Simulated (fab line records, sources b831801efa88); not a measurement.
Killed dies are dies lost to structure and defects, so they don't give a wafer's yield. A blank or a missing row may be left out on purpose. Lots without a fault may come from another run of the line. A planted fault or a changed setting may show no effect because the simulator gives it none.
A struck lot beside a sound one | flow sky130 | 18 steps out of a route of 708
Sound: wafers L401.3, L401.4, L401.5. Struck: wafers L412.3, L412.5. (L412.4 of the same lot was not struck and is left out.) The cause comes at the end.
At each step with rows: each side's tool, then ch and its chambers, then its first start. Under that, the readings that differ: sound wafers | struck wafers | difference of the means | sigmas: that difference in standard deviations of wafers without a fault.
alike: readings whose means differ by less than 2 such deviations, and words and numbers that are the same on both sides. not compared: withheld readings, readings that some wafer has no value for, bounds like >300 that may hide the same value, and numbers for which the record gives no deviation and whose values overlap.
The two part at a step that has a row with sigmas, a row that says differs or no value, or rows on one side only. Numbers that don't overlap but have no deviation are shown without sigmas and don't part them. A reading that every wafer of one side lacks parts them only if that side has two wafers or more.

SKY_VIA1_ETCH_15: etches SiO2 in C4F8/O2/Ar, stops on TiN, target depth 351 nm, time 54 s.
  sound on rie_diel-02 ch 1,2,3, day 35 13:13; struck on rie_diel-04 ch 0, day 38 20:10
  alike: chamber_pressure_mTorr, oes_product_au
  not compared: rf_hours_counter_h
SKY_VIA1_STRIP_16: strips in O2/N2.
  sound on plasma_asher-03 ch 0,1, day 35 13:18; struck on plasma_asher-02 ch 1, day 38 20:14
  reading                      | sound             | struck      | difference | sigmas
  strip_time_to_endpoint_s (s) | 4.504 4.497 4.491 | 4.466 4.440 | -0.044     | -2
  alike: chamber_pressure_mTorr, drypump_motor_current_A, n2_flow_sccm, oes_product_au
  not compared: rf_hours_counter_h
then, 3 steps without rows for these wafers: SKY_VIA1_STRIP_17 (strips in post etch residue remover, time 1200 s); SKY_VIA1_CLEAN_18 (cleans in IPA, time 180 s); SKY_VIA1_CLEAN_19 (cleans in O3/DIW).
SKY_VIA1_SPUTTER_20: material TiN, target thk 20 nm, time 80 s.
  sound on pvd_sputter-02, day 35 13:59; struck on pvd_sputter-02, day 38 20:50
  alike: throttle_valve_pct
then, 1 step without rows for these wafers: SKY_VIA1_CVD_21 (deposits W, target thk 270 nm, time 80.902 s).
SKY_VIA1_RS_MEAS_22: measures by four-point-probe.
  sound on film_metro-02, day 35 14:10; struck on film_metro-04, day 38 21:02
  alike: VIA1_W_RS
SKY_VIA1_THK_MEAS_23: measures by xrf.
  sound on film_metro-02, day 35 14:16; struck on film_metro-04, day 38 21:08
  alike: VIA1_W_THK
then, 1 step without rows for these wafers: SKY_VIA1_CMP_24 (polishes, stops on SiO2, t overpolish 15 s, target thk 0 nm).
SKY_METAL2_SPUTTER_00: material Ti, target thk 15 nm, time 10 s.
  sound on pvd_sputter-01, day 35 14:37; struck on pvd_sputter-01, day 38 21:28
  alike: throttle_valve_pct
then, 1 step without rows for these wafers: SKY_METAL2_SPUTTER_01 (material TiN, target thk 20 nm, time 16.7 s).
SKY_METAL2_SPUTTER_02: material AlCu, target thk 250 nm, time 13.3 s.
  sound on pvd_sputter-01, day 35 14:40; struck on pvd_sputter-01, day 38 21:31
  reading                                     | sound           | struck    | difference | sigmas
  model.AlCu_of_METAL2_SPUTTER_02.thk_nm (nm) | 247.8 248 249.9 | 229.8 230 | -18.7      |
  alike: throttle_valve_pct
SKY_METAL2_SPUTTER_03: material Ti, target thk 5 nm, time 3.3 s.
  sound on pvd_sputter-01, day 35 14:41; struck on pvd_sputter-01, day 38 21:32
  reading                | sound          | struck    | difference | sigmas
  throttle_valve_pct (%) | 31.3 31.9 31.6 | 29.7 29.6 | -2.0       | -2
then, 1 step without rows for these wafers: SKY_METAL2_SPUTTER_04 (material TiN, target thk 70 nm, time 58.3 s).
SKY_METAL2_RS_MEAS_05: measures by four-point-probe.
  sound on film_metro-01, day 35 14:47; struck on film_metro-01, day 38 21:56
  reading                 | sound                | struck        | difference | sigmas
  METAL2_ALCU_RS (ohm/sq) | 0.1280 0.1276 0.1268 | 0.1385 0.1387 | +0.0111    | +9
  not compared: hold
SKY_METAL2_THK_MEAS_06: measures by xrf.
  sound on film_metro-01, day 35 14:53; struck on film_metro-01, day 39 04:49
  reading              | sound             | struck      | difference | sigmas
  METAL2_ALCU_THK (nm) | 252.4 252.2 254.2 | 233.9 235.4 | -18.3      | -6
  not compared: hold
-- the record jumps here: 10 days lie between the struck wafers' starts before and after (it left off in module METAL2 and takes up again in module PAD_OPEN, whose first step shown is number 708 of the route) --
SKY_PAD_OPEN_PROBE_99:
  sound on prober-01, day 46 22:50; struck on prober-02, day 49 10:51
  reading                      | sound                | struck        | difference | sigmas
  defect_limited_yield (%)     | 78.7 80.1 77.4       | 81.3 85.0     | +4.4       | +2
  killed_dies                  | 105 98 111           | 92 74         | -22        | -2
  killed_open                  | 66 62 66             | 52 33         | -22        | -3
  sort_n_pass                  | 387 394 381          | 400 418       | +22        | +2
  sort_yield_pct (%)           | 78.7 80.1 77.4       | 81.3 85.0     | +4.4       | +2
  model.etest.met2.line_ohm_um | 0.9013 0.8907 0.9224 | 0.9773 0.9494 | +0.0585    |
  model.etest.met2.rs_ohm_sq   | 0.1285 0.1307 0.128  | 0.1405 0.1386 | +0.0105    |
  alike: killed_at_M0_to_M3, killed_at_M4_up, killed_at_contacts, killed_at_front_end, killed_at_other, killed_short, sort_bin_3_pad_short, sort_bin_5_function, sort_bin_6_memory

WHERE THEY PART
First at SKY_VIA1_STRIP_16; last, within this record, at SKY_PAD_OPEN_PROBE_99.

WHY: what the simulator had put in
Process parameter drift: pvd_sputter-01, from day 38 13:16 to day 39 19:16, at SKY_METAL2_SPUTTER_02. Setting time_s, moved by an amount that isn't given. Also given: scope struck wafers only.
